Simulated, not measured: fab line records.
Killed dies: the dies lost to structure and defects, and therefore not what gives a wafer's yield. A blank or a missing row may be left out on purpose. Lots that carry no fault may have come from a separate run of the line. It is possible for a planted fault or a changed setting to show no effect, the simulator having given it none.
Problem report, 8D (eight disciplines) form, completed by code | flow sky130 | the parts of the form that need people (team, actions taken, sign-off) are left out

1. THE ISSUE
VIA2_HDPCVD_THK at SKY_VIA2_THK_MEAS_01 reads a mean of 2062 nm on 1 wafer of 1 lot; wafers without a fault read 1179 nm with a standard deviation of 15. That puts it +59 standard deviations away from the usual mean.
First observed at day 40 23:58: wafer L115.2, on filmMetro-04. At this step, 33 wafers from 11 lots have a number in the record. Rule for "out", or "out of limits": more than 4 standard deviations from the usual mean. All remaining wafers that have a number are taken as sound.

2. WHAT IT IS; WHAT IT IS NOT
question                    | is                | is not
which readings at this step | VIA2_HDPCVD_THK   | -
which lots                  | L115              | L100, L101, L102, L107, L108, L111, L117, L119, L120, L121
which wafers of those lots  | L115.2            | L115.3, L115.4
read on which gauges        | filmMetro-04      | filmMetro-01, filmMetro-03
when                        | from day 40 23:58 | up to then (20 sound wafers); but 12 sound wafers of L117, L119, L120, L121 came after

3. SUSPECTS, AND WHAT RULES EACH OUT
Counting: any tool at a process step up to the reading remains a suspect provided it ran every lot that is out. Sound lots after the first of them don't rule it out here, since some wafers of a struck lot are sound.
- ruled out: the gauge at SKY_VIA2_THK_MEAS_01. All the wafers that are out were read on filmMetro-04, but those of them that SKY_PAD_OPEN_PROBE_99 has rows for are out there too, on other tools.
- rieDiel-01 at SKY_VIA1_ETCH_15 (etches SiO2 in C4F8/O2/Ar, stops on TiN, target depth 351 nm, time 54 s): kept. L115, the lot that is out, went through it at day 39 20:43; up to then, the latest sound lot through it was L111 at day 37 20:32.
- rieMetal-03 at SKY_METAL2_ETCH_18 (etches BARC in N2/H2, stops on SiO2, time 45.9 s, target depth 60 nm): kept. L115, the lot that is out, went through it at day 40 23:05; up to then, the latest sound lot through it was L108 at day 38 08:08.
- hdpcvd-01 at SKY_VIA2_HDPCVD_00 (deposits SiO2, target thk 1180 nm, time 196.7 s): kept. L115, the lot that is out, went through it at day 40 23:50; up to then, the latest sound lot through it was L111 at day 38 23:58.
- rieDiel-01, SKY_VIA1_ETCH_15: wafers that are out in chamber 0, sound lot-mates in chambers 1, 2.
- hdpcvd-01, SKY_VIA2_HDPCVD_00: wafers that are out in chamber 0, sound lot-mates in chambers 1, 2.
After the count, these remain: rieDiel-01 at SKY_VIA1_ETCH_15, rieMetal-03 at SKY_METAL2_ETCH_18 and hdpcvd-01 at SKY_VIA2_HDPCVD_00.

4. THE CAUSE (what the simulator had put in)
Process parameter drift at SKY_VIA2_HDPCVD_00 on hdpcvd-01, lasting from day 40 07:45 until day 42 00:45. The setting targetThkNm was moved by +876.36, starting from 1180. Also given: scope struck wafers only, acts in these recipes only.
After counting, 3 suspects remain, this tool included.

5. SEQUENCE OF EFFECTS, ordered by route
One row per reading whose mean, taken over the struck wafers that have a number, lies over 3 standard deviations from the usual. Only readings whose record carries a usual standard deviation are examined. hours: median over the lots of the time between each lot's start at the first step of this table that gives one and its start at this step. sigmas: the change, counted in usual standard deviations.
hours | step                  | reading             | usual   | on struck wafers | change | sigmas
0     | SKY_VIA2_THK_MEAS_01  | VIA2_HDPCVD_THK     | 1179 nm | 2062             | +883   | +59
220   | SKY_PAD_OPEN_PROBE_99 | killedAtContacts    | 23      | 45               | +22    | +4.2
220   | SKY_PAD_OPEN_PROBE_99 | sort_bin_5_function | 10.2 %  | 14.4             | +4.2   | +3.2
It contains these process steps:
- SKY_PAD_OPEN_PROBE_99
Later steps that measure or inspect, where all struck wafers having a row at the step show a number for every such reading and not one has moved that far: SKY_VIA2_CD_MEAS_12.

6. HOW IT WOULD HAVE BEEN CAUGHT EARLIER
Counted from the fault's start at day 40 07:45, it took 16 hours until the first out-of-limits reading at a measuring or inspecting step in this record, taken at day 40 23:58.
Tool readings at SKY_VIA2_HDPCVD_00 with a usual standard deviation given in the record: none out on any struck wafer, hence no alarm at a limit of 4 standard deviations on them.
The start of SKY_VIA2_HDPCVD_00 on hdpcvd-01 came by day 40 23:58 for every one of the lots that are out (1). Tool hold at that time: it would have spared none of them.
